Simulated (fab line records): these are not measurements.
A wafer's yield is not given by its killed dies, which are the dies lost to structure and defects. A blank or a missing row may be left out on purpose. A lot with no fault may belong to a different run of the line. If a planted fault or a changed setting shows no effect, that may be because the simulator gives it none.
Matching of chambers -- flow sky130 -- 4 sister chambers for SKY_FIELD_ISO_CMP_27 on cmp-02
The step polishes, stops on Si3N4, t overpolish 16 s, target thk 457.8 nm. 8 wafers are shown with their chamber, then 10 later ones without.

== EACH WAFER AND ITS CHAMBER ==
wafer,chamber,motorCurrentA (A),timeToEndpointS (s)
L952.1,2,12.4,112
L954.3,0,12.2,116
L958.2,0,11.9,114
L959.3,3,13.3,112
L959.4,1,12.3,116
L959.6,1,13.0,116
L961.2,3,13.5,110
L961.3,2,12.7,110

== WAFERS WHOSE CHAMBER IS MISSING ==
wafer,motorCurrentA (A),timeToEndpointS (s)
L961.4,12.4,115
L964.2,12.1,114
L964.3,11.9,116
L964.5,12.7,111
L965.3,11.7,124
L965.4,12.6,118
L965.6,11.8,121
L968.1,13.2,113
L968.2,11.9,120
L968.4,12.1,110

== CHAMBER TAKEN BY EACH ==
wafer,from the rows above,in truth
L961.4,can't be placed: 1 or 0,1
L964.2,can't be placed: 0 or 1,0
L964.3,can't be placed: 0 or 1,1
L964.5,can't be placed: 2 or 3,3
L965.3,can't be placed: 1 or 0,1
L965.4,can't be placed: 1 or 0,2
L965.6,can't be placed: 0 or 1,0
L968.1,can't be placed: 3 or 2 or 1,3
L968.2,can't be placed: 0 or 1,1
L968.4,2,2
1 of 10 placed correctly. Cannot be placed on the basis of these rows: 9; the candidates contain the true chamber in 8. Placed wrongly: 0.
How it was worked out, from the rows above alone: a wafer's distance from a chamber is the root of the sum, over the readings, of the square of ((its reading less the chamber's mean) divided by the reading's scatter). If the next closest chamber is less than 2 further off than the closest, the wafer can't be placed; otherwise it belongs to the closest. For every chamber, the mean is computed from those of its wafers that are shown. The scatter: take each reading less its chamber's mean, square it, sum over the shown wafers, divide by the number of wafers less the number of chambers, and take the root.
